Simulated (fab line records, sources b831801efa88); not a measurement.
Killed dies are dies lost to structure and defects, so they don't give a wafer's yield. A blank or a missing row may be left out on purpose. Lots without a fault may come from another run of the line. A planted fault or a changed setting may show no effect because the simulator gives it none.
fab line records | flow sky130
record lots=12 wafers=36 last_day=50
route steps=708 shown LDD_HVN@277 SD_N@354 SD_P@359 LI_CONTACT@384 PAD_OPEN@708
lots that met no fault: from a run of the same line without faults
start_h: hours from the record's first day to the start of the lot's first wafer shown | wait_h: hours since the lot's step before | " the same as in the row above | L1.1+2: a row that stands for several wafers | - no value, or no start given | * or withheld: withheld | < > ~ a bound
route shown NAME@n: a module of which the file shows steps, and the number in the route of the first | usual: mean/standard deviation of fault-free wafers | same: alike in all rows | chamber/n: place in a boat | sites: the reading at each site | _std_site: their standard deviation | _edge_site: outer sites' mean less inner sites' | radius_mm: how far each site lies from the wafer's centre | mask NAME#n: copy n | behind: the tool/chamber that last shaped the wafer | hold: why the lot was held/for how many hours/how that ended | device: the transistor (n, p or np) that didn't switch | end of line: the same wafers' tests at the end of the route | a step without rows: its recipe alone | killed: dies lost to structure and defects at the first sort, not the wafer's yield | map: a wafer's dies, x killed, . not, _ none there
set.NAME: the setting as run; set.NAME@STEP: as run at that earlier step | model.NAME: the simulator's own value behind a step, which no gauge read
steps of the route over a sample of lots; a table a step, a row a wafer
## steps
# step SKY_LDD_HVN_TW_MEAS_10
# usual LDD_HVN_TW=1444/8.9
# columns lot.wafer tool chamber start_h wait_h LDD_HVN_TW
L371.2 film_metro-01 - 465.01 0.1 1460
L371.3 " - " " 1457
L371.4 " - " " 1457
L373.1 film_metro-03 - 481.85 0.1 1433
L373.2 " - " " 1442
L373.6 " - " " 1435
L374.1 film_metro-01 - 501.44 0.1 1440
L374.4 " - " " 1446
L374.6 " - " " 1447
L376.1 film_metro-03 - 520.04 0.1 1445
L376.4 " - " " 1444
L376.6 " - " " 1448
L378.1 film_metro-02 - 541.28 0.1 1440
L378.2 " - " " 1440
L378.4 " - " " 1444
L383.1 film_metro-02 - 586.79 0.1 1438
L383.4 " - " " 1442
L383.6 " - " " 1442
L387.1 film_metro-02 - 608.53 0.1 1445
L387.5 " - " " 1435
L387.6 " - " " 1437
L388.2 film_metro-03 - 626.63 0.1 1437
L388.4 " - " " 1438
L388.6 " - " " 1441
L390.2 film_metro-03 - 635.25 0.1 1442
L390.3 " - " " 1441
L390.4 " - " " 1439
L392.2 film_metro-01 - 651.66 0.1 1454
L392.5 " - " " 1451
L392.6 " - " " 1445
L393.2 film_metro-01 - 661.33 0.1 1445
L393.3 " - " " 1454
L393.4 " - " " 1446
L394.1 film_metro-02 - 666.85 0.1 1432
L394.2 " - " " 1431
L394.6 " - " " 1436
# step SKY_SD_N_TW_MEAS_12
# usual SD_N_TW=3987/23
# columns lot.wafer tool chamber start_h wait_h SD_N_TW
L371.2 film_metro-02 - 652.82 0.1 3985
L371.3 " - " " 3965
L371.4 " - " " 3968
L373.1 film_metro-02 - 669.36 0.1 3984
L373.2 " - " " 3980
L373.6 " - " " 3965
L374.1 film_metro-01 - 686.12 0.1 4035
L374.4 " - " " 4019
L374.6 " - " " 4053
L376.1 film_metro-02 - 701.97 0.1 3952
L376.4 " - " " 3944
L376.6 " - " " 3970
L378.1 film_metro-02 - 724.51 0.1 3974
L378.2 " - " " 3973
L378.4 " - " " 3937
L383.1 film_metro-02 - 763.57 0.1 3978
L383.4 " - " " 3972
L383.6 " - " " 3957
L387.1 film_metro-02 - 783.37 0.1 3987
L387.5 " - " " 3980
L387.6 " - " " 3986
L388.2 film_metro-02 - 797.73 0.1 3958
L388.4 " - " " 3969
L388.6 " - " " 3978
L390.2 film_metro-01 - 807.27 0.1 3992
L390.3 " - " " 4006
L390.4 " - " " 4016
L392.2 film_metro-03 - 822.08 0.1 3962
L392.5 " - " " 4004
L392.6 " - " " 3995
L393.2 film_metro-01 - 831.47 0.1 3992
L393.3 " - " " 4037
L393.4 " - " " 4006
L394.1 film_metro-02 - 836.31 0.1 3961
L394.2 " - " " 3959
L394.6 " - " " 3941
# step SKY_SD_N_RTA_14
# recipe temp_c=1075 time_s=2 idle_temp_c=650 ramp_up_c_per_s=150 ramp_down_c_per_s=90 ambient=N2
# usual lamp_power_pct=15.73/0.052 ramp_up_c_per_s=150.00/0.03 wafer_temp_C_max=1078.0/1.1
# columns lot.wafer tool chamber start_h wait_h lamp_power_pct ramp_up_c_per_s wafer_temp_C_max
L371.2 rtp_anneal-02 0 652.94 0.0 15.74 150.02 1077.1
L371.3 " 0 " " 15.69 150.03 1077.4
L371.4 " 0 " " 15.76 149.93 1079.6
L373.1 rtp_anneal-02 0 669.48 0.0 15.67 150.03 1078.4
L373.2 " 0 " " 15.58 150.00 1077.2
L373.6 " 0 " " 15.78 150.00 1078.4
L374.1 rtp_anneal-01 0 686.24 0.0 15.76 149.97 1079.4
L374.4 " 0 " " 15.74 149.97 1077.3
L374.6 " 0 " " 15.61 149.96 1077.9
L376.1 rtp_anneal-01 0 702.08 0.0 14.80 150.00 1078.1
L376.4 " 0 " " 14.83 150.06 1078.0
L376.6 " 0 " " 14.90 149.98 1079.6
L378.1 rtp_anneal-01 0 724.67 0.0 14.77 150.05 1078.8
L378.2 " 0 " " 14.87 150.00 1077.2
L378.4 " 0 " " 14.86 150.01 1078.4
L383.1 rtp_anneal-02 0 763.68 0.0 15.71 150.10 1078.7
L383.4 " 0 " " 15.72 149.97 1079.6
L383.6 " 0 " " 15.83 150.03 1078.4
L387.1 rtp_anneal-02 0 783.48 0.0 15.69 150.04 1078.7
L387.5 " 0 " " 15.79 149.96 1076.5
L387.6 " 0 " " 15.78 150.03 1078.1
L388.2 rtp_anneal-01 0 797.84 0.0 15.75 149.97 1079.5
L388.4 " 0 " " 15.79 150.04 1077.3
L388.6 " 0 " " 15.77 149.99 1078.3
L390.2 rtp_anneal-01 0 807.37 0.0 15.74 149.97 1077.6
L390.3 " 0 " " 15.71 150.01 1078.3
L390.4 " 0 " " 15.79 149.94 1077.1
L392.2 rtp_anneal-01 0 822.19 0.0 15.77 150.05 1077.8
L392.5 " 0 " " 15.82 149.96 1078.4
L392.6 " 0 " " 15.76 150.02 1078.9
L393.2 rtp_anneal-02 0 831.58 0.0 15.72 150.03 1078.2
L393.3 " 0 " " 15.69 150.00 1076.1
L393.4 " 0 " " 15.76 150.03 1076.9
L394.1 rtp_anneal-01 0 836.42 0.0 15.71 150.00 1078.0
L394.2 " 0 " " 15.71 149.99 1078.8
L394.6 " 0 " " 15.70 150.10 1077.5
# step SKY_SD_N_RS_MEAS_16
# recipe thk_meas_gauge=four-point-probe
# usual SD_N_RS=68.54/0.13
# columns lot.wafer tool chamber start_h wait_h SD_N_RS[ohm/sq]
L371.2 film_metro-03 - 653.12 0.1 68.68
L371.3 " - " " 68.53
L371.4 " - " " 68.54
L373.1 film_metro-02 - 669.65 0.1 68.50
L373.2 " - " " 68.33
L373.6 " - " " 68.39
L374.1 film_metro-02 - 686.41 0.1 68.54
L374.4 " - " " 68.64
L374.6 " - " " 68.69
L376.1 film_metro-01 - 702.25 0.1 72.66
L376.4 " - " " 72.63
L376.6 " - " " 72.63
L378.1 film_metro-01 - 724.84 0.1 72.37
L378.2 " - " " 72.44
L378.4 " - " " 72.35
L383.1 film_metro-03 - 763.85 0.1 68.60
L383.4 " - " " 68.60
L383.6 " - " " 68.58
L387.1 film_metro-02 - 783.65 0.1 68.64
L387.5 " - " " 68.36
L387.6 " - " " 68.53
L388.2 film_metro-01 - 798.02 0.1 68.34
L388.4 " - " " 68.48
L388.6 " - " " 68.45
L390.2 film_metro-02 - 807.56 0.1 68.47
L390.3 " - " " 68.54
L390.4 " - " " 68.58
L392.2 film_metro-02 - 822.38 0.1 68.45
L392.5 " - " " 68.70
L392.6 " - " " 68.56
L393.2 film_metro-03 - 831.77 0.1 68.78
L393.3 " - " " 68.90
L393.4 " - " " 68.71
L394.1 film_metro-02 - 836.59 0.1 68.60
L394.2 " - " " 68.50
L394.6 " - " " 68.46
# step SKY_SD_N_RS_MEAS_17
# recipe thk_meas_gauge=four-point-probe
# usual SD_P_RS=147.0/0.4
# columns lot.wafer tool chamber start_h wait_h SD_P_RS[ohm/sq]
L371.2 film_metro-03 - 653.24 0.1 147.2
L371.3 " - " " 147.1
L371.4 " - " " 146.9
L373.1 film_metro-02 - 669.77 0.1 147.1
L373.2 " - " " 146.9
L373.6 " - " " 146.6
L374.1 film_metro-02 - 686.53 0.1 147.7
L374.4 " - " " 147.6
L374.6 " - " " 147.6
L376.1 film_metro-01 - 702.37 0.1 171.3
L376.4 " - " " 170.4
L376.6 " - " " 170.9
L378.1 film_metro-01 - 724.96 0.1 170.3
L378.2 " - " " 170.7
L378.4 " - " " 170.3
L383.1 film_metro-03 - 763.97 0.1 147.1
L383.4 " - " " 146.6
L383.6 " - " " 146.5
L387.1 film_metro-02 - 783.77 0.1 146.8
L387.5 " - " " 146.9
L387.6 " - " " 146.5
L388.2 film_metro-01 - 798.14 0.1 146.7
L388.4 " - " " 146.6
L388.6 " - " " 146.4
L390.2 film_metro-02 - 807.68 0.1 146.6
L390.3 " - " " 147.1
L390.4 " - " " 146.9
L392.2 film_metro-02 - 822.50 0.1 147.1
L392.5 " - " " 147.8
L392.6 " - " " 147.1
L393.2 film_metro-03 - 831.89 0.1 147.1
L393.3 " - " " 147.6
L393.4 " - " " 147.6
L394.1 film_metro-02 - 836.71 0.1 146.8
L394.2 " - " " 147.1
L394.6 " - " " 147.0
# step SKY_LI_CONTACT_RS_MEAS_22
# recipe thk_meas_gauge=four-point-probe reads=W_of_LI_CONTACT_CVD_21+TiN_of_LI_CONTACT_SPUTTER_20+Ti_of_LI_CONTACT_SPUTTER_19
# usual LI_CONTACT_W_RS=0.2835/0.0026
# columns lot.wafer tool chamber start_h wait_h LI_CONTACT_W_RS[ohm/sq]
L371.2 film_metro-02 - 683.31 0.1 0.2816
L371.3 " - " " 0.2868
L371.4 " - " " 0.2822
L373.1 film_metro-02 - 699.81 0.1 0.2800
L373.2 " - " " 0.2812
L373.6 " - " " 0.2839
L374.1 film_metro-01 - 716.70 0.1 0.2819
L374.4 " - " " 0.2806
L374.6 " - " " 0.2824
L376.1 film_metro-03 - 732.92 0.1 0.2848
L376.4 " - " " 0.2808
L376.6 " - " " 0.2833
L378.1 film_metro-03 - 755.63 0.1 0.2834
L378.2 " - " " 0.2816
L378.4 " - " " 0.2843
L383.1 film_metro-03 - 792.84 0.1 0.2808
L383.4 " - " " 0.2820
L383.6 " - " " 0.2814
L387.1 film_metro-01 - 811.36 0.1 0.2835
L387.5 " - " " 0.2824
L387.6 " - " " 0.2862
L388.2 film_metro-01 - 826.44 0.1 0.2831
L388.4 " - " " 0.2794
L388.6 " - " " 0.2825
L390.2 film_metro-01 - 836.57 0.1 0.2784
L390.3 " - " " 0.2799
L390.4 " - " " 0.2774
L392.2 film_metro-01 - 850.86 0.1 0.2820
L392.5 " - " " 0.2831
L392.6 " - " " 0.2835
L393.2 film_metro-01 - 859.91 0.1 0.2853
L393.3 " - " " 0.2855
L393.4 " - " " 0.2859
L394.1 film_metro-02 - 864.67 0.1 0.2848
L394.2 " - " " 0.2832
L394.6 " - " " 0.2834
# step SKY_PAD_OPEN_PROBE_99
# usual killed_at_M0_to_M3=43/7.1 killed_at_M4_up=3.2/1.9 killed_at_contacts=23/5.1 killed_at_front_end=15/4.5 killed_at_other=0.4/0.65 killed_dies=85/9.4 killed_on_rim=17/4 killed_open=47/6.8 killed_short=38/6.1
# same gross_dies=492 killed_at_back_side=0
# columns lot.wafer tool chamber start_h wait_h killed_at_M0_to_M3 killed_at_M4_up killed_at_contacts killed_at_front_end killed_at_other killed_dies killed_on_rim killed_open killed_short
L387.6 prober-02 - 1177.56 0.2 44 1 23 15 0 83 7 48 35
# killed by level:class
L387.6 VIA1:geometric_particle:open=10 VIA3:geometric_particle:open=9 LI_CONTACT:geometric_particle:open=7 CONTACT:geometric_particle:open=7 VIA2:geometric_particle:open=6 VIA1:geometric_particle:short=6 FIELD_ISO:geometric_particle:open=5 POLY_GATE:geometric_particle:short=5
## key
first_sign step=SKY_SD_N_RTA_14 reading=lamp_power_pct direction=down sigmas=17 usual=15.73 struck=14.84
effect step=SKY_SD_N_RS_MEAS_16 reading=SD_N_RS direction=up sigmas=31 usual=68.54 struck=72.51
effect step=SKY_SD_N_RS_MEAS_17 reading=SD_P_RS direction=up sigmas=59 usual=147.0 struck=170.6
met_at SKY_SD_N_RTA_14
struck_lots L376,L378
tester_left_out L376,L378
not_acting_at SKY_LDD_HVN_TW_MEAS_10,SKY_SD_N_TW_MEAS_12,SKY_LI_CONTACT_RS_MEAS_22
onset_between 686.24 702.08
fault kind=process_parameter_drift tool=rtp_anneal-01 chamber=- onset_h=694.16 steps=SKY_SD_N_RTA_14 channel=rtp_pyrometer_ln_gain offset=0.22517 shape=step end_h=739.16
# tester_left_out: of these lots the tester's yield and bins aren't shown, on N5 and GAA mostly nor the transistor test; their killed dies are dies lost to structure and defects alone, not to doping, threshold or leakage, so they don't give the yield
